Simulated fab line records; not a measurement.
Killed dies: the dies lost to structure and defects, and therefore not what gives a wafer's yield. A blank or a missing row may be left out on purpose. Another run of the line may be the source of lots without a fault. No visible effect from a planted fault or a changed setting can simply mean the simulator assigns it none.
Matching of chambers || flow sky130 || 4 sister chambers for SKY_VIA3_CMP_02 on cmp-02
The step polishes SiO2. 4 wafers are shown with their chamber, then 9 later ones without.

## WAFERS WITH THEIR CHAMBER
{"wafer": "L580.5", "chamber": 2, "motorCurrentA (A)": 15.3}
{"wafer": "L582.1", "chamber": 1, "motorCurrentA (A)": 10.5}
{"wafer": "L583.1", "chamber": 3, "motorCurrentA (A)": 14.0}
{"wafer": "L583.6", "chamber": 0, "motorCurrentA (A)": 11.7}

## WAFERS WHOSE CHAMBER IS MISSING
{"wafer": "L584.1", "motorCurrentA (A)": 10.6}
{"wafer": "L584.3", "motorCurrentA (A)": 12.5}
{"wafer": "L584.5", "motorCurrentA (A)": 11.7}
{"wafer": "L585.1", "motorCurrentA (A)": 12.0}
{"wafer": "L585.3", "motorCurrentA (A)": 14.2}
{"wafer": "L585.6", "motorCurrentA (A)": 15.5}
{"wafer": "L590.1", "motorCurrentA (A)": 11.7}
{"wafer": "L590.2", "motorCurrentA (A)": 10.5}
{"wafer": "L590.4", "motorCurrentA (A)": 15.1}

## CHAMBER TAKEN BY EACH
{"wafer": "L584.1", "from the rows above": 1, "in truth": 1}
{"wafer": "L584.3", "from the rows above": 0, "in truth": 0}
{"wafer": "L584.5", "from the rows above": 0, "in truth": 0}
{"wafer": "L585.1", "from the rows above": 0, "in truth": 0}
{"wafer": "L585.3", "from the rows above": 3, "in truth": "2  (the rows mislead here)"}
{"wafer": "L585.6", "from the rows above": 2, "in truth": 2}
{"wafer": "L590.1", "from the rows above": 0, "in truth": 0}
{"wafer": "L590.2", "from the rows above": 1, "in truth": 1}
{"wafer": "L590.4", "from the rows above": 2, "in truth": 2}
Correctly placed: 8 of 9. Not placeable from these rows: 0. Placed wrongly: 1.
How it was worked out, from the rows above alone: a wafer's distance from a chamber is the root of the sum, over the readings, of the square of ((its reading less the chamber's mean) divided by the reading's scatter). If the next closest chamber is less than 2 further off than the closest, the wafer can't be placed; otherwise it belongs to the closest. The mean given for a chamber averages the wafers shown for that chamber. The scatter (one wafer shown for each chamber): square how far every hidden wafer sits from the nearest shown wafer, average those squares and take the square root.
